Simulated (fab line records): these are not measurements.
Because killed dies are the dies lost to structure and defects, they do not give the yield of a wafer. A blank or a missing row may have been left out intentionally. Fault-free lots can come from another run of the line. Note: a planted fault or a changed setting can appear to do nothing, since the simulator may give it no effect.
What tool caused it? -- flow sfqLine -- 36 wafers from 12 lots sampled at 6 of the route's 325 steps

WHAT THE GAUGES READ, wafer by wafer
SFQ_I6_BOW_MEAS_941.
lot,measured,on,I6_BOW (um)
L388,day 73 05:16,filmMetro-03,24 20 18
L389,day 73 08:12,filmMetro-02,6 5 6
L390,day 73 11:40,filmMetro-01,5 -4 5
L391,day 73 14:40,filmMetro-03,8 8 10
L392,day 73 17:40,filmMetro-01,28 21 32
L393,day 77 10:45,filmMetro-03,2 3 8
L394,day 77 16:44,filmMetro-01,9 13 9
L395,day 78 02:18,filmMetro-03,-4 -18 2
L399,day 80 18:02,filmMetro-02,-8 0 1
L403,day 81 04:49,filmMetro-03,12 10 4
L405,day 81 07:49,filmMetro-02,4 -10 -4
L411,day 81 22:49,filmMetro-03,3 -2 10

WHICH TOOL RAN EACH LOT (tool, then ch and the chambers of the sampled wafers, then the start)
lot,SFQ_TRILAYER_I0_CMP_CMP_028,SFQ_TRILAYER_I0_METRO_MEASURE_029,SFQ_TRILAYER_I0_VIA_ETCH_VIA_ETCH_034,SFQ_TRILAYER_I2_VIA_BARC_OPEN_VIA_ETCH_096,SFQ_TRILAYER_C5_BARC_OPEN_VIA_ETCH_210
L388,"cmp-01 ch 0,3, day 12 03:35","filmMetro-01, day 12 07:18","rieDiel-02 ch 0,1,2, day 13 15:40","rieDiel-02 ch 0,3, day 39 05:59","rieDiel-04 ch 0,1,3, day 72 12:20"
L389,"cmp-02 ch 0,2,3, day 12 09:52","filmMetro-01, day 12 12:29","rieDiel-04 ch 0,1, day 13 16:52","rieDiel-04 ch 2,3, day 39 09:35","rieDiel-03 ch 1,2,3, day 72 13:27"
L390,"cmp-01 ch 0,1,3, day 13 05:09","filmMetro-01, day 13 07:46","rieDiel-04 ch 0,2, day 13 21:40","rieDiel-03 ch 0,1,2, day 39 11:59","rieDiel-02 ch 1,2,3, day 73 02:56"
L391,"cmp-01 ch 0,2,3, day 13 11:39","filmMetro-02, day 13 13:46","rieDiel-02 ch 0,2,3, day 14 00:04","rieDiel-04 ch 0,2, day 39 15:35","rieDiel-03 ch 2,3, day 73 05:20"
L392,"cmp-01 ch 0,1,2, day 13 22:39","filmMetro-02, day 14 01:46","rieDiel-01 ch 0,2, day 14 20:43","rieDiel-03 ch 1,2,3, day 40 13:11","rieDiel-04 ch 0,2,3, day 73 10:08"
L393,"cmp-02 ch 0,2, day 14 00:22","filmMetro-04, day 14 03:41","rieDiel-02 ch 1,3, day 14 23:07","rieDiel-03 ch 0,2, day 40 19:11","rieDiel-03 ch 1,2,3, day 73 13:44"
L394,"cmp-01 ch 0,2, day 14 11:23","filmMetro-04, day 14 14:00","rieDiel-01 ch 1,3, day 15 01:31","rieDiel-04 ch 0,1,2, day 40 22:47","rieDiel-04 ch 1,2,3, day 73 18:25"
L395,"cmp-02 ch 1,2,3, day 15 00:53","filmMetro-02, day 15 04:01","rieDiel-02 ch 0,1,3, day 15 07:50","rieDiel-04 ch 1,2,3, day 41 08:23","rieDiel-02 ch 1,2,3, day 74 04:01"
L399,"cmp-01 ch 1,2,3, day 16 08:42","filmMetro-02, day 16 11:19","rieDiel-01 ch 0,1,2, day 16 14:51","rieDiel-03 ch 1,2,3, day 43 03:58","rieDiel-03 ch 0,1,2, day 77 06:05"
L403,"cmp-02 ch 0,3, day 17 20:52","filmMetro-04, day 17 23:29","rieDiel-02 ch 1,3, day 18 03:01","rieDiel-04 ch 2,3, day 45 00:22","rieDiel-02 ch 0,2, day 78 14:05"
L405,"cmp-01 ch 0,1,3, day 18 10:24","filmMetro-04, day 18 12:31","rieDiel-04 ch 0,1,2, day 18 16:03","rieDiel-03 ch 0,1,2, day 45 08:53","rieDiel-02 ch 0,1, day 79 00:53"
L411,"cmp-01 ch 1,3, day 21 12:15","filmMetro-04, day 21 15:22","rieDiel-04 ch 2,3, day 28 02:14","rieDiel-04 ch 0,2,3, day 53 04:58","rieDiel-03 ch 1,2,3, day 80 03:05"
- SFQ_TRILAYER_I0_CMP_CMP_028: polishes SiO2.
- SFQ_TRILAYER_I0_METRO_MEASURE_029
- SFQ_TRILAYER_I0_VIA_ETCH_VIA_ETCH_034: etches SiO2 in CHF3, stops on Nb, target depth 260 nm.
- SFQ_TRILAYER_I2_VIA_BARC_OPEN_VIA_ETCH_096: etches BARC in O2, target depth 125 nm, time 41.7 s.
- SFQ_TRILAYER_C5_BARC_OPEN_VIA_ETCH_210: etches BARC in O2, target depth 125 nm, time 41.7 s.

WHAT THE TOOLS THEMSELVES READ (means of the sampled wafers that have a number; where no wafer has one, the mark that the record gives instead)
SFQ_TRILAYER_I0_CMP_CMP_028.
lot,tool,motorCurrentA (A),timeToEndpointS (s)
L388,cmp-01,9.7,221
L389,cmp-02,10.7,211
L390,cmp-01,10.0,217
L391,cmp-01,10.7,213
L392,cmp-01,10.6,203
L393,cmp-02,10.3,208
L394,cmp-01,10.7,204
L395,cmp-02,10.2,207
L399,cmp-01,10.4,210
L403,cmp-02,10.7,206
L405,cmp-01,9.8,207
L411,cmp-01,9.7,202

SFQ_TRILAYER_I0_METRO_MEASURE_029.
lot,tool,thkNm (nm)
L388,filmMetro-01,200.0
L389,filmMetro-01,198.3
L390,filmMetro-01,198.9
L391,filmMetro-02,200.0
L392,filmMetro-02,198.5
L393,filmMetro-04,200.1
L394,filmMetro-04,199.4
L395,filmMetro-02,199.6
L399,filmMetro-02,200.3
L403,filmMetro-04,193.7
L405,filmMetro-04,200.0
L411,filmMetro-04,198.9

SFQ_TRILAYER_I0_VIA_ETCH_VIA_ETCH_034.
lot,tool,drypumpMotorCurrentA (A),oesProductAu (a.u.)
L388,rieDiel-02,5.7,0.856
L389,rieDiel-04,5.6,0.857
L390,rieDiel-04,5.7,0.850
L391,rieDiel-02,6.0,0.852
L392,rieDiel-01,5.8,0.849
L393,rieDiel-02,5.6,0.852
L394,rieDiel-01,5.7,0.854
L395,rieDiel-02,5.8,0.854
L399,rieDiel-01,5.9,0.850
L403,rieDiel-02,5.9,0.839
L405,rieDiel-04,5.5,0.857
L411,rieDiel-04,5.5,0.852

SFQ_TRILAYER_I2_VIA_BARC_OPEN_VIA_ETCH_096.
lot,tool,drypumpMotorCurrentA (A),oesProductAu (a.u.)
L388,rieDiel-02,6.1,0.685
L389,rieDiel-04,5.5,0.686
L390,rieDiel-03,5.1,0.687
L391,rieDiel-04,5.7,0.679
L392,rieDiel-03,5.1,0.685
L393,rieDiel-03,5.2,0.679
L394,rieDiel-04,5.5,0.688
L395,rieDiel-04,5.4,0.687
L399,rieDiel-03,5.1,0.685
L403,rieDiel-04,5.5,0.685
L405,rieDiel-03,5.1,0.688
L411,rieDiel-04,5.6,0.685

SFQ_TRILAYER_C5_BARC_OPEN_VIA_ETCH_210.
lot,tool,drypumpMotorCurrentA (A),oesProductAu (a.u.)
L388,rieDiel-04,5.5,0.688
L389,rieDiel-03,5.1,0.692
L390,rieDiel-02,5.9,0.684
L391,rieDiel-03,5.3,0.689
L392,rieDiel-04,5.6,0.680
L393,rieDiel-03,5.2,0.684
L394,rieDiel-04,5.4,0.686
L395,rieDiel-02,5.9,0.681
L399,rieDiel-03,5.1,0.684
L403,rieDiel-02,5.9,0.690
L405,rieDiel-02,5.5,0.683
L411,rieDiel-03,5.2,0.690

THE ANSWER, worked out from the rows above alone
Rule: usual is defined by the lots themselves. The widest of any qualifying gaps counts: lots, ordered by their means at a reading, are off when they make up no more than a third of the lots, leave a main group of 4 or more, and stand apart from it by 3 or more times the standard deviation of that group's means. The tables above print the reading to a certain number of digits; a main group whose means all agree to those digits is not used. Also off: a lot with no number at a reading for which 4 or more lots have one. Any other lot the step has rows for is counted as sound. First the gauges in route order, then the tools' own readings, where a lot's mean is used as printed above. At the first step where some lot is off, the reading lying furthest off is the one used; lots without a number count as furthest.
Off: L403 (SFQ_TRILAYER_I0_METRO_MEASURE_029, thkNm). The main group: mean 199.5 nm, standard deviation 0.67.
A tool fits if, at that step or a process step before it, it ran every lot that is off, and no sound lot after the first of them. One fits: SFQ_TRILAYER_I0_CMP_CMP_028 on cmp-02. Its last sound lot is L395 (day 15 00:53), its first lot that is off L403 (day 17 20:52): a fault that began between those two fits.

WHAT THE SIMULATOR PUT IN
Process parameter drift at SFQ_TRILAYER_I0_CMP_CMP_028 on cmp-02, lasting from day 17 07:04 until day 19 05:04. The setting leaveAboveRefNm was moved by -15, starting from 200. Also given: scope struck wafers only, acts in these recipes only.
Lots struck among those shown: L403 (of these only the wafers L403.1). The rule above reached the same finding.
